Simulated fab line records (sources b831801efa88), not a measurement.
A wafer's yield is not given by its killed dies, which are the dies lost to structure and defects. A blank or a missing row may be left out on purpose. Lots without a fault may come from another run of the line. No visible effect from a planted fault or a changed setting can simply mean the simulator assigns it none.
What tool caused it? / flow gf180mcu / 39 wafers from 13 lots sampled at 5 of the route's 602 steps

WHAT THE GAUGES SHOWED, per wafer
GF_PASSIVATION_THK_MEAS_03.
lot=L180; measured=day 28 13:19; on=filmMetro-02; PASSIVATION_CVD_02_THK (nm)=685 694 711
lot=L183; measured=day 28 22:25; on=filmMetro-04; PASSIVATION_CVD_02_THK (nm)=697 708 706
lot=L185; measured=day 29 17:43; on=filmMetro-01; PASSIVATION_CVD_02_THK (nm)=695 711 708
lot=L186; measured=day 30 05:11; on=filmMetro-01; PASSIVATION_CVD_02_THK (nm)=700 706 710
lot=L187; measured=day 30 07:57; on=filmMetro-02; PASSIVATION_CVD_02_THK (nm)=697 703 693
lot=L188; measured=day 30 21:18; on=filmMetro-04; PASSIVATION_CVD_02_THK (nm)=702 699 717
lot=L189; measured=day 31 03:40; on=filmMetro-01; PASSIVATION_CVD_02_THK (nm)=703 707 707
lot=L193; measured=day 32 05:00; on=filmMetro-02; PASSIVATION_CVD_02_THK (nm)=694 708 715
lot=L196; measured=day 33 03:54; on=filmMetro-04; PASSIVATION_CVD_02_THK (nm)=706 693 859
lot=L199; measured=day 33 17:26; on=filmMetro-02; PASSIVATION_CVD_02_THK (nm)=702 700 706
lot=L200; measured=day 33 22:33; on=filmMetro-01; PASSIVATION_CVD_02_THK (nm)=700 699 716
lot=L202; measured=day 34 06:25; on=filmMetro-04; PASSIVATION_CVD_02_THK (nm)=709 701 718
lot=L203; measured=day 34 11:12; on=filmMetro-04; PASSIVATION_CVD_02_THK (nm)=697 699 705

GF_PASSIVATION_BOW_MEAS_14.
lot=L180; measured=day 29 10:52; on=filmMetro-01; PASSIVATION_BOW (um)=116 116 124
lot=L183; measured=day 29 19:26; on=filmMetro-01; PASSIVATION_BOW (um)=134 137 143
lot=L185; measured=day 30 13:51; on=filmMetro-01; PASSIVATION_BOW (um)=127 144 126
lot=L186; measured=day 31 00:43; on=filmMetro-01; PASSIVATION_BOW (um)=143 151 134
lot=L187; measured=day 31 03:20; on=filmMetro-04; PASSIVATION_BOW (um)=140 150 154
lot=L188; measured=day 31 16:23; on=filmMetro-04; PASSIVATION_BOW (um)=156 156 163
lot=L189; measured=day 31 23:04; on=filmMetro-02; PASSIVATION_BOW (um)=133 137 136
lot=L193; measured=day 32 22:22; on=filmMetro-04; PASSIVATION_BOW (um)=155 155 143
lot=L196; measured=day 33 21:04; on=filmMetro-02; PASSIVATION_BOW (um)=123 126 114
lot=L199; measured=day 34 10:23; on=filmMetro-01; PASSIVATION_BOW (um)=113 131 129
lot=L200; measured=day 34 15:34; on=filmMetro-04; PASSIVATION_BOW (um)=135 141 145
lot=L202; measured=day 34 22:40; on=filmMetro-04; PASSIVATION_BOW (um)=137 138 129
lot=L203; measured=day 35 03:05; on=filmMetro-04; PASSIVATION_BOW (um)=148 143 147

TOOL THAT RAN EACH LOT (tool first, then ch and the chambers of the sampled wafers, then the start)
lot=L180; GF_TOP_METAL_METAL_ETCH_16=rieMetal-03 ch 0,1, day 28 12:10; GF_TOP_METAL_STRIP_17=plasmaAsher-03 ch 0,1, day 28 12:21; GF_PASSIVATION_CVD_02=pecvd-03 ch 0,1,2, day 28 13:01
lot=L183; GF_TOP_METAL_METAL_ETCH_16=rieMetal-03 ch 0,1, day 28 21:16; GF_TOP_METAL_STRIP_17=plasmaAsher-03 ch 1, day 28 21:27; GF_PASSIVATION_CVD_02=pecvd-03 ch 0,1, day 28 22:07
lot=L185; GF_TOP_METAL_METAL_ETCH_16=rieMetal-01 ch 0,1, day 29 16:37; GF_TOP_METAL_STRIP_17=plasmaAsher-01 ch 0,1, day 29 16:46; GF_PASSIVATION_CVD_02=pecvd-03 ch 0,1,2, day 29 17:25
lot=L186; GF_TOP_METAL_METAL_ETCH_16=rieMetal-01 ch 0,1, day 30 04:01; GF_TOP_METAL_STRIP_17=plasmaAsher-01 ch 0,1, day 30 04:11; GF_PASSIVATION_CVD_02=pecvd-02 ch 0,1,2, day 30 05:00
lot=L187; GF_TOP_METAL_METAL_ETCH_16=rieMetal-02 ch 0,1, day 30 06:46; GF_TOP_METAL_STRIP_17=plasmaAsher-02 ch 0,1, day 30 06:57; GF_PASSIVATION_CVD_02=pecvd-03 ch 0,1,2, day 30 07:40
lot=L188; GF_TOP_METAL_METAL_ETCH_16=rieMetal-03 ch 1, day 30 20:01; GF_TOP_METAL_STRIP_17=plasmaAsher-02 ch 0,1, day 30 20:20; GF_PASSIVATION_CVD_02=pecvd-04 ch 0,2, day 30 21:00
lot=L189; GF_TOP_METAL_METAL_ETCH_16=rieMetal-01 ch 0,1, day 31 02:31; GF_TOP_METAL_STRIP_17=plasmaAsher-03 ch 0,1, day 31 02:41; GF_PASSIVATION_CVD_02=pecvd-02 ch 0,1,2, day 31 03:29
lot=L193; GF_TOP_METAL_METAL_ETCH_16=rieMetal-03 ch 0,1, day 32 03:43; GF_TOP_METAL_STRIP_17=plasmaAsher-03 ch 0,1, day 32 03:53; GF_PASSIVATION_CVD_02=pecvd-02 ch 0,1, day 32 04:41
lot=L196; GF_TOP_METAL_METAL_ETCH_16=rieMetal-03 ch 0,1, day 33 02:43; GF_TOP_METAL_STRIP_17=plasmaAsher-02 ch 0,1, day 33 02:54; GF_PASSIVATION_CVD_02=pecvd-02 ch 0,1,2, day 33 03:37
lot=L199; GF_TOP_METAL_METAL_ETCH_16=rieMetal-01 ch 0,1, day 33 16:16; GF_TOP_METAL_STRIP_17=plasmaAsher-02 ch 0,1, day 33 16:27; GF_PASSIVATION_CVD_02=pecvd-04 ch 0,2, day 33 17:08
lot=L200; GF_TOP_METAL_METAL_ETCH_16=rieMetal-02 ch 0,1, day 33 21:22; GF_TOP_METAL_STRIP_17=plasmaAsher-01 ch 0,1, day 33 21:33; GF_PASSIVATION_CVD_02=pecvd-03 ch 0,1,2, day 33 22:16
lot=L202; GF_TOP_METAL_METAL_ETCH_16=rieMetal-01 ch 0,1, day 34 05:16; GF_TOP_METAL_STRIP_17=plasmaAsher-02 ch 0,1, day 34 05:27; GF_PASSIVATION_CVD_02=pecvd-04 ch 0,1,2, day 34 06:07
lot=L203; GF_TOP_METAL_METAL_ETCH_16=rieMetal-03 ch 0,1, day 34 09:57; GF_TOP_METAL_STRIP_17=plasmaAsher-03 ch 0,1, day 34 10:08; GF_PASSIVATION_CVD_02=pecvd-04 ch 1,2, day 34 10:54
- GF_TOP_METAL_METAL_ETCH_16: etches the open film in Cl2/BCl3, stops on SiO2, target depth 1197 nm, time 199.5 s.
- GF_TOP_METAL_STRIP_17: strips in O2/N2.
- GF_PASSIVATION_CVD_02: deposits Si3N4, target thk 700 nm, time 486.18 s.

WHAT THE TOOLS THEMSELVES READ (means of the sampled wafers that have a number; where no wafer has one, the mark that the record gives instead)
GF_TOP_METAL_METAL_ETCH_16.
lot=L180; tool=rieMetal-03; drypumpMotorCurrentA (A)=5.5; oesProductAu (a.u.)=0.987; throttleValvePct (%)=28.237
lot=L183; tool=rieMetal-03; drypumpMotorCurrentA (A)=5.7; oesProductAu (a.u.)=0.988; throttleValvePct (%)=28.231
lot=L185; tool=rieMetal-01; drypumpMotorCurrentA (A)=5.6; oesProductAu (a.u.)=0.987; throttleValvePct (%)=28.233
lot=L186; tool=rieMetal-01; drypumpMotorCurrentA (A)=5.4; oesProductAu (a.u.)=0.991; throttleValvePct (%)=28.228
lot=L187; tool=rieMetal-02; drypumpMotorCurrentA (A)=5.5; oesProductAu (a.u.)=0.990; throttleValvePct (%)=28.232
lot=L188; tool=rieMetal-03; drypumpMotorCurrentA (A)=5.3; oesProductAu (a.u.)=0.991; throttleValvePct (%)=28.219
lot=L189; tool=rieMetal-01; drypumpMotorCurrentA (A)=5.4; oesProductAu (a.u.)=0.989; throttleValvePct (%)=28.234
lot=L193; tool=rieMetal-03; drypumpMotorCurrentA (A)=5.5; oesProductAu (a.u.)=0.994; throttleValvePct (%)=28.228
lot=L196; tool=rieMetal-03; drypumpMotorCurrentA (A)=5.7; oesProductAu (a.u.)=0.991; throttleValvePct (%)=28.229
lot=L199; tool=rieMetal-01; drypumpMotorCurrentA (A)=5.4; oesProductAu (a.u.)=0.990; throttleValvePct (%)=28.228
lot=L200; tool=rieMetal-02; drypumpMotorCurrentA (A)=5.8; oesProductAu (a.u.)=0.996; throttleValvePct (%)=28.223
lot=L202; tool=rieMetal-01; drypumpMotorCurrentA (A)=5.4; oesProductAu (a.u.)=0.988; throttleValvePct (%)=28.229
lot=L203; tool=rieMetal-03; drypumpMotorCurrentA (A)=5.7; oesProductAu (a.u.)=0.989; throttleValvePct (%)=28.230

GF_TOP_METAL_STRIP_17.
lot=L180; tool=plasmaAsher-03; drypumpMotorCurrentA (A)=5.59; heaterPowerW (W)=366; oesProductAu (a.u.)=0.708; stripTimeToEndpointS (s)=13.02
lot=L183; tool=plasmaAsher-03; drypumpMotorCurrentA (A)=5.60; heaterPowerW (W)=369; oesProductAu (a.u.)=0.706; stripTimeToEndpointS (s)=12.95
lot=L185; tool=plasmaAsher-01; drypumpMotorCurrentA (A)=5.26; heaterPowerW (W)=305; oesProductAu (a.u.)=0.709; stripTimeToEndpointS (s)=12.89
lot=L186; tool=plasmaAsher-01; drypumpMotorCurrentA (A)=5.28; heaterPowerW (W)=303; oesProductAu (a.u.)=0.713; stripTimeToEndpointS (s)=12.91
lot=L187; tool=plasmaAsher-02; drypumpMotorCurrentA (A)=5.98; heaterPowerW (W)=366; oesProductAu (a.u.)=0.713; stripTimeToEndpointS (s)=12.88
lot=L188; tool=plasmaAsher-02; drypumpMotorCurrentA (A)=5.96; heaterPowerW (W)=396; oesProductAu (a.u.)=0.707; stripTimeToEndpointS (s)=12.92
lot=L189; tool=plasmaAsher-03; drypumpMotorCurrentA (A)=5.59; heaterPowerW (W)=351; oesProductAu (a.u.)=0.712; stripTimeToEndpointS (s)=12.89
lot=L193; tool=plasmaAsher-03; drypumpMotorCurrentA (A)=5.59; heaterPowerW (W)=358; oesProductAu (a.u.)=0.707; stripTimeToEndpointS (s)=12.89
lot=L196; tool=plasmaAsher-02; drypumpMotorCurrentA (A)=5.98; heaterPowerW (W)=400; oesProductAu (a.u.)=0.709; stripTimeToEndpointS (s)=12.88
lot=L199; tool=plasmaAsher-02; drypumpMotorCurrentA (A)=5.95; heaterPowerW (W)=399; oesProductAu (a.u.)=0.710; stripTimeToEndpointS (s)=12.88
lot=L200; tool=plasmaAsher-01; drypumpMotorCurrentA (A)=5.13; heaterPowerW (W)=305; oesProductAu (a.u.)=0.713; stripTimeToEndpointS (s)=12.81
lot=L202; tool=plasmaAsher-02; drypumpMotorCurrentA (A)=5.99; heaterPowerW (W)=364; oesProductAu (a.u.)=0.707; stripTimeToEndpointS (s)=12.92
lot=L203; tool=plasmaAsher-03; drypumpMotorCurrentA (A)=5.60; heaterPowerW (W)=351; oesProductAu (a.u.)=0.706; stripTimeToEndpointS (s)=12.83

GF_PASSIVATION_CVD_02.
lot=L180; tool=pecvd-03; heaterPowerW (W)=670
lot=L183; tool=pecvd-03; heaterPowerW (W)=699
lot=L185; tool=pecvd-03; heaterPowerW (W)=672
lot=L186; tool=pecvd-02; heaterPowerW (W)=642
lot=L187; tool=pecvd-03; heaterPowerW (W)=684
lot=L188; tool=pecvd-04; heaterPowerW (W)=618
lot=L189; tool=pecvd-02; heaterPowerW (W)=668
lot=L193; tool=pecvd-02; heaterPowerW (W)=693
lot=L196; tool=pecvd-02; heaterPowerW (W)=692
lot=L199; tool=pecvd-04; heaterPowerW (W)=669
lot=L200; tool=pecvd-03; heaterPowerW (W)=680
lot=L202; tool=pecvd-04; heaterPowerW (W)=651
lot=L203; tool=pecvd-04; heaterPowerW (W)=618

THE ANSWER, worked out from the rows above alone
Rule: the lots themselves supply what counts as usual. Put in order of their means at a reading, lots are off if they are a third of the lots or fewer, leave a main group of 4 or more, and stand apart from it by a gap of 3 or more times the standard deviation of the main group's means; of several such gaps the widest counts. A main group is skipped when, at the precision printed for the reading in the tables above, its means are all equal. A lot without any number at a reading at which 4 lots or more have one is off too. Any other lot the step has rows for is counted as sound. The gauges are gone through in route order, then the tools' own readings, and for those a lot's mean is taken as printed above. At the first step where some lot is off, the reading lying furthest off is the one used; lots without a number count as furthest.
Off: L196, at GF_PASSIVATION_THK_MEAS_03 (PASSIVATION_CVD_02_THK). The main group: mean 704 nm, standard deviation 3.5.
If a tool, at a process step before that reading, ran all the lots that are off and no sound lot after the first of them, it fits. The gauges at GF_PASSIVATION_THK_MEAS_03 are tried like those tools. One candidate fits, namely pecvd-02 at GF_PASSIVATION_CVD_02. Its last sound lot is L193 (day 32 04:41), its first lot that is off L196 (day 33 03:37): a fault that began between those two fits.

WHAT THE SIMULATOR HAD PUT IN
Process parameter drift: pecvd-02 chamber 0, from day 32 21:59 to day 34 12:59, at GF_PASSIVATION_CVD_02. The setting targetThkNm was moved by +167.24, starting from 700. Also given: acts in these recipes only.
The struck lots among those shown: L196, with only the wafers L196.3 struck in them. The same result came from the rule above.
